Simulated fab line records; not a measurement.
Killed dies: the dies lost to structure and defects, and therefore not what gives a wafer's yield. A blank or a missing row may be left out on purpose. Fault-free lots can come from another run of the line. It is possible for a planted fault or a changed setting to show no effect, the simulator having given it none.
Matching of chambers | flow gf180mcu | GF_V5_CVD_02 on pecvd-01: 3 sister chambers
The step deposits SiO2 from TEOS, target thk 1450 nm, time 163.28 s. 3 wafers are shown with their chamber, then 12 later ones without.

## EACH WAFER AND ITS CHAMBER
wafer  | chamber | heater_power_w (W)
L090.5 | 0       | 479
L092.5 | 1       | 496
L092.6 | 2       | 553

## WAFERS WITHOUT THEIR CHAMBER
wafer  | heater_power_w (W)
L094.1 | 608
L094.3 | 684
L094.6 | 541
L095.1 | 560
L095.3 | 568
L095.6 | 614
L096.1 | 675
L096.2 | 620
L096.3 | 490
L097.3 | 523
L097.4 | 599
L097.5 | 378

## THE CHAMBER EACH PASSED THROUGH
wafer  | from the rows above          | in truth
L094.1 | can't be placed: 2 or 1 or 0 | 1
L094.3 | can't be placed: 2 or 1 or 0 | 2
L094.6 | can't be placed: 2 or 1 or 0 | 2
L095.1 | can't be placed: 2 or 1 or 0 | 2
L095.3 | can't be placed: 2 or 1 or 0 | 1
L095.6 | can't be placed: 2 or 1 or 0 | 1
L096.1 | can't be placed: 2 or 1 or 0 | 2
L096.2 | can't be placed: 2 or 1 or 0 | 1
L096.3 | can't be placed: 1 or 0 or 2 | 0
L097.3 | can't be placed: 1 or 2 or 0 | 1
L097.4 | can't be placed: 2 or 1 or 0 | 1
L097.5 | can't be placed: 0 or 1 or 2 | 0
Correct placement for 0 of the 12. Unplaceable from these rows: 12, with the true chamber sitting among the candidates in 12. Wrongly placed: 0.
How it was worked out, from the rows above alone: a wafer's distance from a chamber is the root of the sum, over the readings, of the square of ((its reading less the chamber's mean) divided by the reading's scatter). The wafer belongs to the nearest chamber; if the next one is less than 2 further off, it can't be placed. For every chamber, the mean is computed from those of its wafers that are shown. The scatter (one wafer shown for each chamber): square how far every hidden wafer sits from the nearest shown wafer, average those squares and take the square root.
